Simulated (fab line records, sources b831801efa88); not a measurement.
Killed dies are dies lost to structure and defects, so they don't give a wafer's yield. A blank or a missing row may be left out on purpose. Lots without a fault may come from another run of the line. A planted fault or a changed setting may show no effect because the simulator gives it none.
A struck lot beside a sound one | flow sky130 | 14 steps out of a route of 708
Sound: wafers L438.1, L438.2, L438.6. Struck: wafers L446.2, L446.3, L446.6. The cause comes at the end.
At each step with rows: each side's tool, then ch and its chambers, then its first start. Under that, the readings that differ: sound wafers | struck wafers | difference of the means | sigmas: that difference in standard deviations of wafers without a fault.
alike: readings whose means differ by less than 2 such deviations, and words and numbers that are the same on both sides. not compared: withheld readings, readings that some wafer has no value for, bounds like >300 that may hide the same value, and numbers for which the record gives no deviation and whose values overlap.
The two part at a step that has a row with sigmas, a row that says differs or no value, or rows on one side only. Numbers that don't overlap but have no deviation are shown without sigmas and don't part them. A reading that every wafer of one side lacks parts them only if that side has two wafers or more.

SKY_VIA3_STRIP_16: strips in O2/N2.
  sound on plasma_asher-01 ch 0,1, day 43 01:22; struck on plasma_asher-02 ch 1, day 45 02:25
  alike: drypump_motor_current_A, oes_product_au, strip_time_to_endpoint_s
  not compared: rf_hours_counter_h
then, 5 steps without rows for these wafers: SKY_VIA3_STRIP_17 (strips in post etch residue remover, time 1200 s); SKY_VIA3_CLEAN_18 (cleans in IPA, time 180 s); SKY_VIA3_CLEAN_19 (cleans in O3/DIW); SKY_VIA3_SPUTTER_20 (material TiN, target thk 20 nm, time 80 s); SKY_VIA3_CVD_21 (deposits W, target thk 390 nm, time 117.31 s).
SKY_VIA3_RS_MEAS_22: measures by four-point-probe.
  sound on film_metro-02, day 43 02:09; struck on film_metro-01, day 45 03:33
  alike: VIA3_W_RS
SKY_VIA3_THK_MEAS_23: measures by xrf.
  sound on film_metro-02, day 43 02:16; struck on film_metro-01, day 45 03:40
  reading         | sound       | struck      | difference | sigmas
  VIA3_W_THK (nm) | 372 371 370 | 382 387 386 | +14        | +3
SKY_VIA3_CMP_24: polishes, stops on SiO2, t overpolish 20 s, target thk 0 nm.
  sound on cmp-01 ch 0,1,2, day 43 02:23; struck on cmp-02 ch 0,1,3, day 45 03:43
  alike: motor_current_A, overpolish_run_s, slurry_filter_dp_kPa, time_to_endpoint_s
SKY_METAL4_SPUTTER_00: material Ti, target thk 15 nm, time 10 s.
  sound on pvd_sputter-04, day 43 02:38; struck on pvd_sputter-01, day 45 04:01
  alike: cathode_dc_power_W, chamber_pressure_pa, throttle_valve_pct
then, 1 step without rows for these wafers: SKY_METAL4_SPUTTER_01 (material TiN, target thk 20 nm, time 16.7 s).
SKY_METAL4_SPUTTER_02: material AlCu, target thk 735 nm, time 39.1 s.
  sound on pvd_sputter-04, day 43 02:41; struck on pvd_sputter-01, day 45 04:04
  alike: cathode_dc_power_W, chamber_pressure_pa, throttle_valve_pct
SKY_METAL4_SPUTTER_03: material Ti, target thk 5 nm, time 3.3 s.
  sound on pvd_sputter-04, day 43 02:43; struck on pvd_sputter-01, day 45 04:06
  no value came back on the struck wafers for cathode_dc_power_W (W), chamber_pressure_pa (Pa), throttle_valve_pct (%); on the sound wafers cathode_dc_power_W (W) reads 3000.6 2999.5 3000.3
SKY_METAL4_SPUTTER_04: material TiN, target thk 70 nm, time 58.3 s.
  sound on pvd_sputter-04, day 43 02:44; struck on pvd_sputter-01, day 45 04:07
  alike: cathode_dc_power_W, chamber_pressure_pa, throttle_valve_pct

WHERE THEY PART
First at SKY_VIA3_THK_MEAS_23; last, within this record, at SKY_METAL4_SPUTTER_03. Later steps at which nothing parts them and some readings are alike: SKY_METAL4_SPUTTER_04.

WHY: what the simulator had put in
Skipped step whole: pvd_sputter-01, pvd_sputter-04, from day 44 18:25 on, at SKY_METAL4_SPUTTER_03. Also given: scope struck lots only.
